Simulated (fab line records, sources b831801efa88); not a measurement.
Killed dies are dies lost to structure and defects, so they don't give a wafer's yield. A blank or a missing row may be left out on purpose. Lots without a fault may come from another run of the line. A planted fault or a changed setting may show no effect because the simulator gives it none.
Chamber matching | flow sky130 | SKY_VIA1_ETCH_15 on rie_diel-04: 4 sister chambers
The step etches SiO2 in C4F8/O2/Ar, stops on TiN, target depth 351 nm, time 54 s. 16 wafers are shown with their chamber, then 8 later ones without.

WAFERS WITH THEIR CHAMBER
wafer  | chamber | oes_product_au (a.u.)
L701.1 | 0       | 0.987
L701.2 | 2       | 0.984
L701.3 | 1       | 0.980
L702.1 | 0       | 0.984
L702.5 | 2       | 0.982
L702.6 | 3       | 0.989
L711.2 | 1       | 0.986
L711.3 | 3       | 0.975
L711.6 | 3       | 0.978
L712.1 | 2       | 0.977
L712.3 | 1       | 0.975
L712.5 | 1       | 0.978
L714.2 | 0       | 0.984
L714.3 | 2       | 0.979
L714.5 | 2       | 0.983
L719.1 | 3       | 0.969

SIGNATURES (means of the wafers above)
reading        | chamber 0 | chamber 1 | chamber 2 | chamber 3 | scatter within a chamber
oes_product_au | 0.98500   | 0.97975   | 0.98100   | 0.97775   | 0.00513
Rule: a wafer's distance from a chamber is the root of the sum, over the readings, of the square of ((its reading less the chamber's mean) divided by the reading's scatter). The wafer belongs to the nearest chamber; if the next one is less than 2 further off, it can't be placed. The scatter: the root of (the sum of the squares of (reading less its chamber's mean) over the shown wafers, divided by (wafers less chambers)).

WAFERS WITHOUT THEIR CHAMBER
wafer  | oes_product_au (a.u.)
L719.4 | 0.989
L719.5 | 0.991
L720.3 | 0.985
L720.4 | 0.990
L720.6 | 0.976
L723.2 | 0.992
L723.5 | 0.981
L723.6 | 0.984

WHICH CHAMBER EACH WENT THROUGH
wafer  | from the rows above               | in truth
L719.4 | can't be placed: 0 or 2 or 1 or 3 | 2
L719.5 | can't be placed: 0 or 2 or 1 or 3 | 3
L720.3 | can't be placed: 0 or 2 or 1 or 3 | 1
L720.4 | can't be placed: 0 or 2 or 1 or 3 | 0
L720.6 | can't be placed: 3 or 1 or 2 or 0 | 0
L723.2 | can't be placed: 0 or 2 or 1 or 3 | 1
L723.5 | can't be placed: 2 or 1 or 3 or 0 | 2
L723.6 | can't be placed: 0 or 2 or 1 or 3 | 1
Placed correctly: 0 of 8. Can't be placed from these rows: 8 (the true chamber is among the candidates in 8). Placed wrongly: 0.
